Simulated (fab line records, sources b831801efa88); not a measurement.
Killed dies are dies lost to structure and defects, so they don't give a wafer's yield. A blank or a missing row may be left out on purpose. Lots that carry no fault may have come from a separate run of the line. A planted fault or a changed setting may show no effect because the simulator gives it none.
fab line records / flow sky130
record lots=4 wafers=12 lastDay=49
route steps=708 shown VIA1@475 METAL2@483 VIA2@507 PAD_OPEN@708
lots that met no fault: taken from a fault-free run of the same line
startH: hours from the record's opening day to when the first of the lot's shown wafers began / waitH: how many hours have passed since the lot's step before this one / " the same as in the row above / L1.1+2: several wafers, shown together as one row / - either no value or no given start / * or withheld: withheld / < > ~ a bound
route shown NAME@n: a module of which the file shows steps, and the number in the route of the first / usual: mean/standard deviation of fault-free wafers / same: alike in all rows / chamber/n: place in a boat / sites: readings site by site / _std_site: the values' standard deviation / _edge_site: inner sites' mean taken away from outer sites' mean / radiusMm: for every site, how far away it sits from the centre of the wafer / mask NAME#n: copy n / behind: the most recent tool/chamber to have shaped the wafer / hold: the reason the lot was held/the length of the hold in hours/how it ended / device: which transistor (n, p or np) failed to switch / end of line: the route-end tests of the same wafers / a step with no rows: only its recipe / killed: dies lost to structure and defects at the first sort, not the wafer's yield / map: a wafer's dies, marking killed ones x, the rest . and places with no die _
set.NAME: the setting as run; set.NAME@STEP: as run at that earlier step / model.NAME: the simulator's own value behind a step, which no gauge read
a table for each step, a row for each wafer; lots at some steps of the route
services: a tool's chamber out of use, with start hour (startH, from the record's first day; less than 0 if before it), hours out, and reason
## steps
# step SKY_VIA1_STRIP_17
# recipe chemistry=postEtchResidueRemover timeS=1200 tempC=72.5
# step SKY_VIA1_CLEAN_18
# recipe chemistry=IPA timeS=180 tempC=25
# step SKY_VIA1_CLEAN_19
# recipe chemistry=O3/DIW dry=n2Spin
# step SKY_VIA1_SPUTTER_20
# recipe material=TiN targetThkNm=20 chamberPressurePa=5 powerW=4000 timeS=80
# step SKY_VIA1_CVD_21
# recipe material=W targetThkNm=270 timeS=80.902 tempC=400 pressureTorr=40
# step SKY_VIA1_CMP_24
# recipe stopOn=SiO2 tOverpolishS=15 downForcePsi=3.5 platenRpm=60 targetThkNm=0 padVelocityMS=0.94248
# step SKY_METAL2_SPUTTER_00
# recipe material=Ti targetThkNm=15 powerW=3000 timeS=10 chamberPressurePa=0.4
# step SKY_METAL2_SPUTTER_01
# recipe material=TiN targetThkNm=20 powerW=6500 timeS=16.7 chamberPressurePa=0.4
# step SKY_METAL2_SPUTTER_02
# recipe material=AlCu targetThkNm=250 powerW=10600 timeS=13.3 chamberPressurePa=0.4
# step SKY_METAL2_SPUTTER_03
# recipe material=Ti targetThkNm=5 powerW=3000 timeS=3.3 chamberPressurePa=0.4
# step SKY_METAL2_SPUTTER_04
# recipe material=TiN targetThkNm=70 powerW=6500 timeS=60.39 chamberPressurePa=0.4
# usual chamberPressurePa=0.3999/0.00078 throttleValvePct=29.7/0.59
lot.wafer=L144.1 tool=pvdSputter-03 chamber=- startH=851.19 waitH=0.0 chamberPressurePa=0.3992 throttleValvePct=30.8
lot.wafer=L144.2 tool=pvdSputter-03 chamber=- startH=851.19 waitH=0.0 chamberPressurePa=0.3994 throttleValvePct=28.9
lot.wafer=L144.6 tool=pvdSputter-03 chamber=- startH=851.19 waitH=0.0 chamberPressurePa=0.3999 throttleValvePct=29.9
lot.wafer=L149.2 tool=pvdSputter-04 chamber=- startH=893.87 waitH=0.0 chamberPressurePa=0.4004 throttleValvePct=29.1
lot.wafer=L149.3 tool=pvdSputter-04 chamber=- startH=893.87 waitH=0.0 chamberPressurePa=0.4015 throttleValvePct=29.7
lot.wafer=L149.5 tool=pvdSputter-04 chamber=- startH=893.87 waitH=0.0 chamberPressurePa=0.4003 throttleValvePct=29.5
lot.wafer=L153.1 tool=pvdSputter-03 chamber=- startH=923.91 waitH=0.0 chamberPressurePa=0.4010 throttleValvePct=30.9
lot.wafer=L153.3 tool=pvdSputter-03 chamber=- startH=923.91 waitH=0.0 chamberPressurePa=0.4009 throttleValvePct=30.1
lot.wafer=L153.4 tool=pvdSputter-03 chamber=- startH=923.91 waitH=0.0 chamberPressurePa=0.4001 throttleValvePct=29.1
lot.wafer=L154.2 tool=pvdSputter-03 chamber=- startH=927.99 waitH=0.0 chamberPressurePa=0.4007 throttleValvePct=29.0
lot.wafer=L154.3 tool=pvdSputter-03 chamber=- startH=927.99 waitH=0.0 chamberPressurePa=0.4009 throttleValvePct=30.5
lot.wafer=L154.6 tool=pvdSputter-03 chamber=- startH=927.99 waitH=0.0 chamberPressurePa=0.3988 throttleValvePct=29.6
# step SKY_METAL2_DEHYDRATE_07
# recipe tempC=200 timeS=60
# step SKY_METAL2_HMDS_08
# recipe primeTimeS=60 primeTempC=120
# step SKY_METAL2_COAT_09
# recipe resist=BARC tempC=withheld timeS=withheld spinRpm=3000 resistThkNm=60
# step SKY_METAL2_COAT_10
# recipe resist=KrF-thick spinRpm=3000 resistThkNm=450
# step SKY_METAL2_SOFTBAKE_11
# recipe tempC=100 timeS=90 resist=KrF-thick
# step SKY_METAL2_EXPOSE_12
# recipe maskId=MM2 na=0.8 sourceShape=annular sigmaInner=0.55 sigmaOuter=0.85 targetCdNm=140 doseMj=28
# step SKY_METAL2_PEB_13
# recipe pebTempC=withheld pebTimeS=withheld resist=KrF-thick
# step SKY_METAL2_DEVELOP_14
# recipe developTimeS=57.98 resist=KrF-thick devTempC=21
# step SKY_METAL2_DESCUM_17
# recipe chemistry=O2 sourcePowerW=150 biasPowerW=0 pressureMtorr=10 tempC=40 timeS=8
# step SKY_METAL2_ETCH_18
# recipe chemistry=N2/H2 target=BARC ionEnergyEv=200 biasW=100 pressureMtorr=30 n2FlowSccm=100 h2FlowSccm=200 icpW=500 stopOn=SiO2 timeS=45.9 targetDepthA=600
# step SKY_METAL2_METAL_ETCH_19
# recipe targetDepthA=3600 stopOn=SiO2 overEtchFrac=0.3 timeS=78 chemistry=Cl2/BCl3 resistSidewallDeg=88 pressureMtorr=10 icpW=900 biasW=48.5 Cl2_flow_sccm=60 bcl3FlowSccm=30
# step SKY_METAL2_STRIP_20
# recipe chemistry=O2/N2 powerW=1400 pressureMtorr=1500 platenTempC=withheld o2FlowSccm=3000 n2FlowSccm=300 overashFraction=0.5
# step SKY_METAL2_STRIP_21
# recipe chemistry=postEtchResidueRemover timeS=1200 tempC=72.5
# step SKY_METAL2_CLEAN_22
# recipe chemistry=IPA timeS=180 tempC=25
# step SKY_METAL2_CLEAN_23
# recipe chemistry=O3/DIW dry=n2Spin
# step SKY_VIA2_HDPCVD_00
# recipe material=SiO2 targetThkNm=1180 sigmaOpenFrac=0.3 timeS=196.7 tempC=400 sih4FlowSccm=60 pressureMtorr=6
# step SKY_VIA2_CMP_02
# recipe material=SiO2 downForcePsi=4 platenRpm=60 padVelocityMS=0.94248
# step SKY_VIA2_DEHYDRATE_04
# recipe tempC=200 timeS=60
# step SKY_VIA2_HMDS_05
# recipe primeTimeS=60 primeTempC=120
# step SKY_VIA2_COAT_06
# recipe resist=BARC tempC=withheld timeS=withheld spinRpm=3000 resistThkNm=60
# step SKY_VIA2_COAT_07
# recipe resist=KrF-thick spinRpm=3000 resistThkNm=450
# step SKY_VIA2_SOFTBAKE_08
# recipe tempC=100 timeS=90 resist=KrF-thick
# step SKY_VIA2_EXPOSE_09
# recipe maskId=VIM2 na=0.8 sourceShape=annular sigmaInner=0.55 sigmaOuter=0.85 targetCdNm=200 doseMj=38
# step SKY_PAD_OPEN_PROBE_99
# usual defectLimitedYield=82.4/1.9 killed_at_M0_to_M3=43/7.5 killed_at_M4_up=3.2/1.9 killedAtContacts=24/4.9 killedAtFrontEnd=15/4.3 killedAtOther=0.4/0.72 killedDies=86/9.1 killedOpen=47/6.5 killedShort=39/6.5 sort_bin_3_pad_short=0.9/0.43 sort_bin_5_function=10.4/1.3 sort_bin_6_memory=6.3/1.2 sortNPass=406/9.1 sortYieldPct=82.4/1.9
# same grossDies=492 killedAtBackSide=0 sort_bin_4_leakage[%]=0 sort_bin_8_speed[%]=0
lot.wafer=L149.2 tool=prober-01 chamber=- startH=1155.61 waitH=0.1 defectLimitedYield[%]=84.1 killed_at_M0_to_M3=28 killed_at_M4_up=3 killedAtContacts=28 killedAtFrontEnd=19 killedAtOther=0 killedDies=78 killedOpen=43 killedShort=33 sort_bin_3_pad_short[%]=0.6 sort_bin_5_function[%]=9.8 sort_bin_6_memory[%]=5.5 sortNPass=414 sortYieldPct[%]=84.1 model.etest.tester.sortNPass=414 model.etest.tester.sortYieldPct=84.15 model.etest.tester.sort_bin_5_pct=9.756 model.etest.tester.sort_bin_3_pct=0.6098
lot.wafer=L149.3 tool=prober-01 chamber=- startH=1155.66 waitH=0.2 defectLimitedYield[%]=83.3 killed_at_M0_to_M3=37 killed_at_M4_up=6 killedAtContacts=26 killedAtFrontEnd=13 killedAtOther=0 killedDies=82 killedOpen=40 killedShort=40 sort_bin_3_pad_short[%]=0.4 sort_bin_5_function[%]=9.1 sort_bin_6_memory[%]=7.1 sortNPass=410 sortYieldPct[%]=83.3 model.etest.tester.sortNPass=410 model.etest.tester.sortYieldPct=83.33 model.etest.tester.sort_bin_5_pct=9.146 model.etest.tester.sort_bin_3_pct=0.4065
lot.wafer=L149.5 tool=prober-01 chamber=- startH=1155.76 waitH=0.2 defectLimitedYield[%]=86.0 killed_at_M0_to_M3=42 killed_at_M4_up=2 killedAtContacts=18 killedAtFrontEnd=7 killedAtOther=0 killedDies=69 killedOpen=41 killedShort=28 sort_bin_3_pad_short[%]=0.4 sort_bin_5_function[%]=8.1 sort_bin_6_memory[%]=5.5 sortNPass=423 sortYieldPct[%]=86.0 model.etest.tester.sortNPass=423 model.etest.tester.sortYieldPct=85.98 model.etest.tester.sort_bin_5_pct=8.13 model.etest.tester.sort_bin_3_pct=0.4065
lot.wafer=L153.1 tool=prober-02 chamber=- startH=1174.67 waitH=0.1 defectLimitedYield[%]=73.6 killed_at_M0_to_M3=91 killed_at_M4_up=2 killedAtContacts=26 killedAtFrontEnd=11 killedAtOther=0 killedDies=130 killedOpen=44 killedShort=42 sort_bin_3_pad_short[%]=3.3 sort_bin_5_function[%]=15.0 sort_bin_6_memory[%]=8.1 sortNPass=362 sortYieldPct[%]=73.6 model.etest.tester.sortNPass=362 model.etest.tester.sortYieldPct=73.58 model.etest.tester.sort_bin_5_pct=15.04 model.etest.tester.sort_bin_3_pct=3.252
lot.wafer=L154.2 tool=prober-02 chamber=- startH=1176.35 waitH=0.1 defectLimitedYield[%]=82.3 killed_at_M0_to_M3=55 killed_at_M4_up=5 killedAtContacts=16 killedAtFrontEnd=11 killedAtOther=0 killedDies=87 killedOpen=51 killedShort=36 sort_bin_3_pad_short[%]=0.8 sort_bin_5_function[%]=9.8 sort_bin_6_memory[%]=7.1 sortNPass=405 sortYieldPct[%]=82.3 model.etest.tester.sortNPass=405 model.etest.tester.sortYieldPct=82.32 model.etest.tester.sort_bin_5_pct=9.756 model.etest.tester.sort_bin_3_pct=0.813
lot.wafer=L154.3 tool=prober-02 chamber=- startH=1176.40 waitH=0.2 defectLimitedYield[%]=73.6 killed_at_M0_to_M3=81 killed_at_M4_up=5 killedAtContacts=24 killedAtFrontEnd=20 killedAtOther=0 killedDies=130 killedOpen=44 killedShort=34 sort_bin_3_pad_short[%]=3.5 sort_bin_5_function[%]=16.7 sort_bin_6_memory[%]=6.3 sortNPass=362 sortYieldPct[%]=73.6 model.etest.tester.sortNPass=362 model.etest.tester.sortYieldPct=73.58 model.etest.tester.sort_bin_5_pct=16.67 model.etest.tester.sort_bin_3_pct=3.455
# killed by level:class
L149.2 CONTACT:geometricParticle:open=12 FIELD_ISO:geometricParticle:open=10 VIA2:geometricParticle:open=6 VIA3:geometricParticle:open=6 METAL1:geometricParticle:short=5 LI_CONTACT:geometricParticle:open=4 LOCAL_INTERCONNECT:geometricParticle:short=4 CONTACT:geometricParticle:short=4
L149.3 CONTACT:geometricParticle:open=8 VIA2:geometricParticle:open=7 METAL1:geometricParticle:short=5 VIA1:geometricParticle:open=5 VIA3:geometricParticle:open=5 METAL4:geometricParticle:short=5 FIELD_ISO:geometricParticle:open=4 LI_CONTACT:geometricParticle:short=4
L149.5 VIA1:geometricParticle:open=11 METAL1:geometricParticle:short=10 CONTACT:geometricParticle:open=9 VIA3:geometricParticle:open=8 LI_CONTACT:geometricParticle:open=5 VIA2:geometricParticle:open=5 FIELD_ISO:geometricParticle:short=3 VIA1:geometricParticle:short=3
L153.1 METAL2:unspecified=44 VIA1:geometricParticle:open=11 CONTACT:geometricParticle:open=7 VIA2:geometricParticle:open=6 LI_CONTACT:geometricParticle:open=6 CONTACT:geometricParticle:short=6 METAL1:geometricParticle:short=6 METAL2:geometricParticle:short=5
L154.2 VIA1:geometricParticle:open=14 METAL2:geometricParticle:short=9 VIA2:geometricParticle:open=7 CONTACT:geometricParticle:open=6 LI_CONTACT:geometricParticle:open=6 VIA1:geometricParticle:short=6 POLY_GATE:geometricParticle:short=4 VIA3:geometricParticle:open=4
L154.3 METAL2:unspecified=52 VIA1:geometricParticle:open=10 CONTACT:geometricParticle:open=10 FIELD_ISO:geometricParticle:open=6 FIELD_ISO:geometricParticle:short=6 LI_CONTACT:geometricParticle:open=5 METAL4:geometricParticle:short=5 POLY_GATE:geometricParticle:short=4
# map L153.1 (x killed, . not)
__________..x......._________
________..x......x.x.._______
______....xxxxxx.....x.._____
_____x.xx.xxxxxx.....xx..____
____....xxxxxxxxx.x.......___
___...x.xxxxxxxxx.x.xxx.x.x__
__x......xxxxxxx......x....._
_x..x....x.xxxxx........x....
_......x..xxxxxx.x...........
_xx.....x............x...x...
_..x...x....x..........x.....
_..x.....x...................
_......x..xx....xx.xx........
_...xx.xx....x....x.....x....
_x...x...x.x.....x..x...x.x.x
__x..........x........x....._
___x...xxx.................__
____x......xx.........x..x___
_____x...........x...xx..____
______....x...x....x...._____
________x...........x._______
__________........x._________
# map L154.3 (x killed, . not)
__________..x...x..._________
________.xxxxxx..x...._______
______x..xxxxxx......x.._____
_____x..xxxxxxxxx...x..x.____
____...xxxxxxxxxx..x......___
___...xx.xxxxxxxx.........x__
__.x..xx.xxxxxxx............_
_..x...x.xxxxxx............x.
_....x.x.x......x.xx.x.......
_...........x.....x....x.x...
_....x......xx..xxx.........x
_.x..........x..x.x.....x..x.
_.xx..x..x..x............xx..
_..xx.x......................
_.x...x..x....x..........x...
__.x..x..x..xx......x......._
___.....................x..__
____........xxxx.....x....___
_____..xx..x.............____
______x................._____
________.x....x......._______
__________x....x..x._________
## services
tool=pvdSputter-04 chamber=- startH=835.57 hours=3.9 kind=repair
tool=pvdSputter-04 chamber=- startH=871.07 hours=0.6 kind=repair
tool=pvdSputter-04 chamber=- startH=878.24 hours=1.3 kind=repair
## key
firstSign step=SKY_PAD_OPEN_PROBE_99 reading=killed_at_M0_to_M3 direction=up sigmas=5.7 usual=43 struck=86
effect step=SKY_PAD_OPEN_PROBE_99 reading=sort_bin_3_pad_short direction=up sigmas=5.7 usual=0.9 struck=3.4
modelEffect step=SKY_PAD_OPEN_PROBE_99 value=etest.tester.sortNPass without=402.5 struck=362
metAt SKY_METAL2_SPUTTER_04
struckWafers L153.1,L154.3
onsetBetween 851.19 923.91
fault kind=chamberParticleSource tool=pvdSputter-03 chamber=- onsetH=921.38 steps=SKY_METAL2_SPUTTER_04 ratePerVisitCm2=0.76595 endH=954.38 scope=struckWafersOnly
